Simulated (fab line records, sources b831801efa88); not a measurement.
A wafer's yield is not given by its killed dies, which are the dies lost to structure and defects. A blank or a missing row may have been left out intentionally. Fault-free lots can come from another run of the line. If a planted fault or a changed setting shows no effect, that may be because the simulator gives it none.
A single fault, viewed from 2 desks	flow sky130	every desk sees just its own numbers, and what lay behind them comes last

== THE TOOL OWNER'S DESK: pvd_sputter-01 ==
At SKY_VIA4_SPUTTER_17 (material TiN, target thk 20 nm, time 80 s) the tool's own readings: per lot run on this tool, the mean of the sampled wafers that have a number. Any lot whose mean is over 4 standard deviations away from the usual mean is out of limits and marked OUT; that distance is given in the brackets.
Columns: A = throttle_valve_pct at SKY_VIA4_SPUTTER_17, usual 29.3 %
lot	first seen here	A
L310	day 45 06:10	29.4
L311	day 45 08:55	29.4
L323	day 48 09:15	29.2
This desk's verdict: no lot among the 3 shows anything out of limits.

== THE METROLOGY DESK ==
Means of the sampled wafers that have a number, per lot and without regard to the tool the lot ran on: this is what the gauges read. Any lot whose mean is over 4 standard deviations away from the usual mean is out of limits and marked OUT; that distance is given in the brackets.
Columns: A = VIA4_OVL at SKY_VIA4_OVL_MEAS_11, usual -0.1 nm; B = VIA4_W_RS at SKY_VIA4_RS_MEAS_19, usual 0.225 ohm/sq; C = VIA4_W_THK at SKY_VIA4_THK_MEAS_20, usual 491 nm; D = METAL5_ALCU_RS at SKY_METAL5_RS_MEAS_05, usual 0.0269 ohm/sq; E = METAL5_ALCU_THK at SKY_METAL5_THK_MEAS_06, usual 1152 nm; F = PASSIVATION_CVD_00_THK at SKY_PASSIVATION_THK_MEAS_01, usual 90.1 nm; G = PASSIVATION_CVD_02_THK at SKY_PASSIVATION_THK_MEAS_03, usual 544 nm
lot	first seen here	A	B	C	D	E	F	G
L303	day 43 05:29	-0.1	0.226	484	0.0272	1153	90.7	546
L310	day 45 05:29	-0.5	0.225	488	0.0268	1168	90.7	548
L311	day 45 07:56	0.8	0.219	499	0.0270	1145	88.6	542
L321	day 47 19:35	-1.2	0.225	488	0.0271	1155	91.1	541
L322	day 48 02:14	-0.3	0.222	491	0.0271	1158	89.2	545
L323	day 48 08:32	-1.0	0.221	503	0.0271	1158	91.3	537
This desk's verdict: no lot among the 6 shows anything out of limits.

== BROUGHT TOGETHER ==
The desk of the tool owner found nothing out of limits.
At the metrology desk, nothing out of limits was observed.

== WHAT WAS PUT IN BY THE SIMULATOR ==
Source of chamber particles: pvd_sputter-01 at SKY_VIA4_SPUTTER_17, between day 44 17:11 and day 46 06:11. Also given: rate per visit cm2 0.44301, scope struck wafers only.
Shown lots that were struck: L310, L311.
